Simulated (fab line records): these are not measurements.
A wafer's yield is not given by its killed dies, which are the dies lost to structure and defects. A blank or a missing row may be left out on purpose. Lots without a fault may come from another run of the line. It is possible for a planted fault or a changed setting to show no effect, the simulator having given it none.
Chamber matching | flow sky130 | SKY_VIA2_CMP_02 on cmp-01 has 4 sister chambers
The step polishes SiO2. 8 wafers are shown with their chamber, then 8 later ones without.

WAFERS PAIRED WITH THEIR CHAMBERS
wafer  | chamber | motor-current-A (A) | edge-zone-pressure-frac
L084.4 | 3       | 13.8                | 0.999
L084.5 | 2       | 13.3                | 1.003
L083.2 | 0       | 11.2                | 0.996
L083.6 | 1       | 11.9                | 1.012
L085.1 | 1       | 11.9                | 0.993
L085.2 | 0       | 11.1                | 1.005
L085.3 | 2       | 13.8                | 0.996
L090.1 | 3       | 15.5                | 0.998

WAFERS WITH NO CHAMBER GIVEN
wafer  | motor-current-A (A) | edge-zone-pressure-frac
L090.2 | 11.3                | 1.005
L090.5 | 12.6                | 0.999
L092.1 | 11.1                | 1.004
L092.2 | 12.9                | 1.008
L092.5 | 12.0                | 1.008
L094.4 | 13.8                | 0.996
L094.5 | 14.6                | 0.998
L094.6 | 11.6                | 0.994

WHICH CHAMBER EACH WENT THROUGH
wafer  | from the rows above               | in truth
L090.2 | can't be placed: 0 or 1           | 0
L090.5 | can't be placed: 1 or 2 or 0      | 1
L092.1 | can't be placed: 0 or 1           | 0
L092.2 | can't be placed: 2 or 1 or 0 or 3 | 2
L092.5 | can't be placed: 1 or 0 or 2      | 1
L094.4 | can't be placed: 2 or 3           | 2
L094.5 | can't be placed: 3 or 2           | 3
L094.6 | can't be placed: 0 or 1           | 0
Correct placement for 0 of the 8. Not placeable from these rows: 8 (in 8, the candidates include the true chamber). 0 placed wrongly.
How it was worked out, from the rows above alone: a wafer's distance from a chamber is the root of the sum, over the readings, of the square of ((its reading less the chamber's mean) divided by the reading's scatter). The wafer belongs to the nearest chamber; if the next one is less than 2 further off, it can't be placed. The mean given for a chamber averages the wafers shown for that chamber. The scatter is the square root of a quotient: the sum, over the shown wafers, of each reading's squared deviation from its chamber's mean, divided by wafers minus chambers.
